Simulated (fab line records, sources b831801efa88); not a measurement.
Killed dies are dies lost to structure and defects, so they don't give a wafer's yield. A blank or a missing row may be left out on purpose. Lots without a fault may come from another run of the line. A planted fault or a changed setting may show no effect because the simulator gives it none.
Which tool did it? | flow sky130 | 12 lots, 36 wafers sampled, at 3 steps of a route of 708

WHAT THE GAUGES READ, wafer by wafer
SKY_FIELD_ISO_THK_MEAS_02.
lot  | measured    | on            | FIELD_ISO_OXIDATION_00_THK (nm)
L997 | day 1 12:00 | film_metro-03 | 11.99 11.87 11.94
L998 | day 1 17:39 | film_metro-03 | 11.70 11.63 11.67
L101 | day 2 08:01 | film_metro-02 | 11.94 12.10 12.02
L103 | day 2 18:09 | film_metro-03 | 12.05 12.18 12.05
L105 | day 3 06:07 | film_metro-02 | 12.14 12.26 11.98
L106 | day 3 13:07 | film_metro-03 | 12.13 12.40 12.45
L108 | day 3 22:56 | film_metro-03 | 12.06 12.01 11.91
L109 | day 4 00:32 | film_metro-02 | 12.13 12.22 11.97
L114 | day 5 01:40 | film_metro-04 | 11.82 12.07 11.81
L115 | day 5 06:28 | film_metro-04 | 11.98 11.94 11.88
L119 | day 6 02:16 | film_metro-03 | 11.61 11.78 11.85
L120 | day 6 07:30 | film_metro-03 | 11.93 12.00 12.12

SKY_PWDE_OVL_MEAS_07.
lot  | measured    | on         | PWDE_OVL (nm)
L997 | day 3 20:54 | overlay-02 | -1.6 -2.0 -2.0
L998 | day 4 03:24 | overlay-02 | 1.8 0.0 0.7
L101 | day 5 06:28 | overlay-02 | -0.1 0.7 1.5
L103 | day 5 12:23 | overlay-02 | -2.0 -0.5 -0.9
L105 | day 5 20:03 | overlay-02 | -2.7 -3.0 -1.4
L106 | day 6 01:55 | overlay-01 | -1.7 -0.1 0.5
L108 | day 6 16:40 | overlay-01 | -4.3 -1.7 -2.0
L109 | day 6 21:50 | overlay-02 | -1.1 0.1 -1.7
L114 | day 7 21:54 | overlay-02 | -1.4 -0.6 -2.4
L115 | day 8 02:55 | overlay-02 | -1.9 -2.6 -2.6
L119 | day 9 07:29 | overlay-02 | -1.1 -0.5 0.2
L120 | day 9 07:33 | overlay-02 | 0.4 1.5 1.0

WHICH TOOL RAN EACH LOT (tool, then ch and the chambers of the sampled wafers, then the start)
lot  | SKY_FIELD_ISO_CMP_27
L997 | cmp-01 ch 0,1,3, day 2 09:37
L998 | cmp-02 ch 0,2,3, day 2 16:38
L101 | cmp-02 ch 0,1,3, day 3 14:39
L103 | cmp-01 ch 0,1,3, day 3 21:25
L105 | cmp-01 ch 1,2,3, day 4 06:11
L106 | cmp-01 ch 0,1,2, day 4 10:27
L108 | cmp-01 ch 0,1,3, day 4 22:58
L109 | cmp-01 ch 0,1,2, day 5 03:31
L114 | cmp-02 ch 0,1,2, day 6 03:49
L115 | cmp-02 ch 0,1,2, day 6 07:49
L119 | cmp-01 ch 0,2,3, day 7 10:09
L120 | cmp-02 ch 0,1,3, day 7 10:44
- SKY_FIELD_ISO_CMP_27: polishes, stops on Si3N4, t overpolish 16 s, target thk 457.8 nm.

WHAT THE TOOLS THEMSELVES READ (means of the sampled wafers that have a number; where no wafer has one, the mark that the record gives instead)
SKY_FIELD_ISO_CMP_27.
lot  | tool   | motor_current_A (A) | overpolish_run_s (s) | platen_rpm (rpm) | retaining_ring_pressure_frac | time_to_endpoint_s (s)
L997 | cmp-01 | 12.2                | 15.999               | 60.00            | 1.007                        | 107
L998 | cmp-02 | 10.9                | 16.006               | 60.02            | 1.002                        | 112
L101 | cmp-02 | 11.9                | 15.999               | 60.02            | 0.994                        | 115
L103 | cmp-01 | 12.4                | 16.005               | 59.99            | 0.996                        | 112
L105 | cmp-01 | 12.8                | 16.004               | 59.95            | 1.002                        | 112
L106 | cmp-01 | 12.4                | 16.002               | 60.03            | 1.000                        | 113
L108 | cmp-01 | 12.4                | 16.000               | 59.96            | 1.000                        | 107
L109 | cmp-01 | 12.5                | 15.998               | 59.99            | 0.994                        | 111
L114 | cmp-02 | 12.0                | 16.011               | 59.98            | 0.998                        | 115
L115 | cmp-02 | 12.0                | 16.005               | 60.04            | 0.999                        | 116
L119 | cmp-01 | 12.1                | 15.996               | 60.02            | 0.998                        | 94
L120 | cmp-02 | 12.0                | 15.997               | 59.98            | 1.001                        | 112

THE ANSWER, worked out from the rows above alone
Rule: what is usual is taken from the lots themselves. Put in order of their means at a reading, lots are off if they are a third of the lots or fewer, leave a main group of 4 or more, and stand apart from it by a gap of 3 or more times the standard deviation of the main group's means; of several such gaps the widest counts. A main group whose means are all the same, to the digits that the tables above print for the reading, isn't used. A lot without any number at a reading at which 4 lots or more have one is off too. The other lots that the step has rows for count as sound. The gauges are gone through in route order, then the tools' own readings, and for those a lot's mean is taken as printed above. The first step at which some lot is off is used, and at that step the reading that is off furthest; a lot without a number counts as furthest.
Off: L119, at SKY_FIELD_ISO_CMP_27 (time_to_endpoint_s). The main group: mean 112 s, standard deviation 2.8.
A tool fits if, at that step or a process step before it, it ran every lot that is off, and no sound lot after the first of them. One fits: cmp-01 at SKY_FIELD_ISO_CMP_27. Its last sound lot is L109 (day 5 03:31), its first lot that is off L119 (day 7 10:09): a fault that began between those two fits.
The tool's own readings at SKY_FIELD_ISO_CMP_27 bear it out: on the lots that are off they differ by more than 5 times the standard deviation of the sound lots' means. time_to_endpoint_s reads 94 s there against 112 s on the sound lots.

WHAT THE SIMULATOR HAD PUT IN
Process parameter drift: cmp-01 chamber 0, from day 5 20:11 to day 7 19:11, at SKY_FIELD_ISO_CMP_27. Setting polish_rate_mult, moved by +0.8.
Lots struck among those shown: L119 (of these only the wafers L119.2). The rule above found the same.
